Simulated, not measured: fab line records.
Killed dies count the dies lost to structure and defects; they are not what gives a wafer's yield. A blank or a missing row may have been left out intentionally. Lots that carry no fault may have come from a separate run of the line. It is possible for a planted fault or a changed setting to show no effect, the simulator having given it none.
Which tool was responsible? | flow sky130 | 6 lots, 18 wafers sampled, at 2 steps of a route of 708

## WHAT EACH GAUGE READ, for each wafer
SKY_CAPM_THK_MEAS_01.
lot  | measured     | on            | CAPM_CVD_00_THK (nm)
L723 | day 36 18:18 | film_metro-01 | 15.60 15.47 15.69
L726 | day 37 23:39 | film_metro-04 | 15.47 15.65 15.92
L733 | day 39 18:25 | film_metro-04 | 15.56 15.53 15.57
L735 | day 40 16:23 | film_metro-01 | 15.63 15.76 15.64
L740 | day 42 07:38 | film_metro-01 | 15.18 15.65 15.63
L745 | day 43 22:16 | film_metro-02 | 15.38 15.33 15.90

## EACH LOT AND THE TOOL THAT RAN IT (in order: tool; ch and the chambers of the sampled wafers; start)
lot  | SKY_METAL3_SPUTTER_01
L723 | pvd_sputter-04, day 36 18:07
L726 | pvd_sputter-04, day 37 23:29
L733 | pvd_sputter-01, day 39 18:16
L735 | pvd_sputter-04, day 40 16:13
L740 | pvd_sputter-03, day 42 07:29
L745 | pvd_sputter-03, day 43 22:06
- SKY_METAL3_SPUTTER_01: material TiN, target thk 20 nm, time 16.7 s.

## THE ANSWER, worked out from the rows above alone
Rule: the usual values come from the lots themselves. Put in order of their means at a reading, lots are off if they are a third of the lots or fewer, leave a main group of 4 or more, and stand apart from it by a gap of 3 or more times the standard deviation of the main group's means; of several such gaps the widest counts. A main group whose means are all the same, to the digits that the tables above print for the reading, isn't used. A lot without any number at a reading at which 4 lots or more have one is off too. Where the step has rows for the other lots, those lots are counted as sound.
No lot is off at any reading shown: from this, nothing can be told.

## WHAT THE SIMULATOR HAD INSERTED
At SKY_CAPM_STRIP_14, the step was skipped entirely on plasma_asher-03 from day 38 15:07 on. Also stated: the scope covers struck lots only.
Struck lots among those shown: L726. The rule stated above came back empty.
